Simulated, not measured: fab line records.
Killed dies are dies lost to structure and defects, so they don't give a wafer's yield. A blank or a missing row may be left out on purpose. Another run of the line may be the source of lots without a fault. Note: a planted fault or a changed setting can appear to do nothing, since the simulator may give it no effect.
A single fault, viewed from 2 desks || flow sky130 || what lay behind the numbers comes last; until then each desk has only its own

== AT THE TOOL OWNER'S DESK: rie-diel-01 ==
The tool's own readings at SKY_VIA4_ETCH_12 (etches SiO2 in C4F8/O2/Ar, stops on TiN, target depth 580 nm): means of the sampled wafers that have a number, for each lot that ran on this tool. Marked OUT: a lot whose mean sits more than 4 standard deviations from the usual mean, which makes it out of limits; the brackets give that distance.
Columns: A = oes-product-au at SKY_VIA4_ETCH_12, usual 0.926 a.u.; B = rf-fwd-power-W at SKY_VIA4_ETCH_12, usual 1490 W
{"lot": "L581", "first seen here": "day 44 22:32", "A": 0.929, "B": 1487}
{"lot": "L585", "first seen here": "day 45 21:08", "A": 0.931, "B": 1486}
{"lot": "L584", "first seen here": "day 45 23:20", "A": 0.930, "B": 1490}
{"lot": "L592", "first seen here": "day 47 11:12", "A": 0.922, "B": "1253 (-47) OUT"}
{"lot": "L593", "first seen here": "day 47 14:13", "A": 0.928, "B": "1250 (-47) OUT"}
This desk's finding: out of limits on L592, L593; first on L592, day 47 11:12 (rf-fwd-power-W at SKY_VIA4_ETCH_12). L581, L585, L584: within limits.

== AT THE METROLOGY DESK ==
What the gauges read, lot by lot, whatever tool the lot ran on: means of the sampled wafers that have a number. Marked OUT: a lot whose mean sits more than 4 standard deviations from the usual mean, which makes it out of limits; the brackets give that distance.
Columns: A = VIA1_OVL at SKY_VIA1_OVL_MEAS_13, usual 0 nm
{"lot": "L575", "first seen here": "day 34 03:13", "A": 2}
{"lot": "L577", "first seen here": "day 34 17:13", "A": 8}
{"lot": "L581", "first seen here": "day 36 09:50", "A": -3}
{"lot": "L583", "first seen here": "day 37 02:57", "A": -2}
{"lot": "L585", "first seen here": "day 37 15:13", "A": 2}
{"lot": "L584", "first seen here": "day 37 16:41", "A": 1}
{"lot": "L586", "first seen here": "day 37 22:43", "A": -11}
{"lot": "L587", "first seen here": "day 38 01:48", "A": -2}
{"lot": "L590", "first seen here": "day 38 23:19", "A": 8}
{"lot": "L592", "first seen here": "day 39 09:47", "A": -4}
{"lot": "L593", "first seen here": "day 39 15:15", "A": 2}
{"lot": "L596", "first seen here": "day 40 14:38", "A": -13}
{"lot": "L597", "first seen here": "day 40 14:45", "A": 1}
{"lot": "L598", "first seen here": "day 40 23:08", "A": -5}
Finding of this desk: none of the 14 lots has anything out of limits.

== PUT TOGETHER ==
An alarm could have come from the tool owner's desk at day 47 11:12, on L592, L593.
From the metrology desk's view, nothing was out of limits.
The metrology desk holds a record of L592, L593, inside its limits.
SKY_VIA4_ETCH_12 was run on rie-diel-01 by each of the lots named.

== WHAT THE SIMULATOR HAD INSERTED ==
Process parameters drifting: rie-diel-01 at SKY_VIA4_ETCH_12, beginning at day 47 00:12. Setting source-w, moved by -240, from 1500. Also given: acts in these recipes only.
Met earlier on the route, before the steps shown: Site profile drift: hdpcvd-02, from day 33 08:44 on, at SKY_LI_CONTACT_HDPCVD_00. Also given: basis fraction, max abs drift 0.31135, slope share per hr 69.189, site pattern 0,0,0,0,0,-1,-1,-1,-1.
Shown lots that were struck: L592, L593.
Delay in hours, fault start to first out-of-limits reading, by desk: the tool owner's desk at 11.
